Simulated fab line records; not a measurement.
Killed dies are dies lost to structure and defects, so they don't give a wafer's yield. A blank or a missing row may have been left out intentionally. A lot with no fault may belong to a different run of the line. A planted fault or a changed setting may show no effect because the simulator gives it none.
Comparing a struck lot with a sound one :: flow gf180mcu :: 16 steps out of a route of 602
Sound: the wafers L956.2, L956.3, L956.5. Struck: wafers L975.1, L975.5, L975.6. The cause is given at the end.
At each step with rows: each side's tool, then ch and its chambers, then its first start. Under that, the readings that differ: sound wafers :: struck wafers :: difference of the means :: sigmas: that difference in standard deviations of wafers without a fault.
alike: readings with means less than 2 such deviations apart, plus words and numbers identical on both sides. not compared: withheld readings, readings lacking a value on some wafer, bounds such as >300 that could conceal the same value, and numbers that have no deviation in the record and whose values overlap.
Wherever a step has rows on one side only, a row that says differs or no value, or a row with sigmas, the two part there. Numbers that have no deviation but don't overlap get no sigmas and don't part them. A reading missing from all wafers of one side parts the sides only when that side holds two or more wafers.

first, 1 step without rows for these wafers: GF_LVPWELL_DEVELOP_06 (develop time 60 s).
GF_LVPWELL_OVL_MEAS_07:
  struck on overlay-01, day 8 07:56; sound on overlay-01, day 3 19:36
  alike: LVPWELL_OVL
then, 2 steps without rows for these wafers: GF_LVPWELL_IMPLANT_08; GF_LVPWELL_IMPLANT_09.
GF_LVPWELL_STRIP_10: strips in O2/N2.
  sound on plasma-asher-03 ch 0,1, day 3 19:56; struck on plasma-asher-01 ch 0,1, day 8 08:17
reading: heater-power-w (W)
sound: 291 297 335
struck: 386 381 356
difference: +67
sigmas: +2
  alike: drypump-motor-current-A, o2-flow-sccm, oes-product-au, strip-time-to-endpoint-s
  not compared: rf-hours-counter-h
GF_LVPWELL_TW_MEAS_11:
  struck on film-metro-04, day 8 08:23; sound on film-metro-03, day 3 20:02
  alike: LVPWELL_TW
then, 6 steps without rows for these wafers: GF_MVSD_DEHYDRATE_00 (time 60 s); GF_MVSD_HMDS_01 (prime time 60 s); GF_MVSD_COAT_02 (resist thk 3000 nm); GF_MVSD_SOFTBAKE_03; GF_MVSD_EXPOSE_04 (exposes mask MVSD, target cd 1000 nm); GF_MVSD_PEB_05.
GF_MVSD_DEVELOP_06: develop time 60 s.
  sound on litho-track-03 ch 0, day 4 09:00; struck on litho-track-03 ch 0, day 9 00:00
  alike: resist-line-temp-C
GF_MVSD_OVL_MEAS_07:
  struck on overlay-01, day 9 01:01; sound on overlay-02, day 4 09:34
reading: MVSD_OVL (nm)
sound: -1.6 -1.6 -0.9
struck: - - -
difference: no value on the struck wafers
sigmas: 
then, 1 step without rows for these wafers: GF_MVSD_IMPLANT_08.
-- the record jumps here: 25 days lie between the struck wafers' starts before and after (it left off in module MVSD and takes up again in module PASSIVATION, whose first step shown is number 602 of the route) --
GF_PASSIVATION_PROBE_99:
  the record has rows for the struck wafers here (prober-01, day 34 01:58) and none for the sound ones

WHERE THEY PART
At GF_LVPWELL_STRIP_10 first; at GF_PASSIVATION_PROBE_99 last (within this record only).

WHY: whatever the simulator had introduced
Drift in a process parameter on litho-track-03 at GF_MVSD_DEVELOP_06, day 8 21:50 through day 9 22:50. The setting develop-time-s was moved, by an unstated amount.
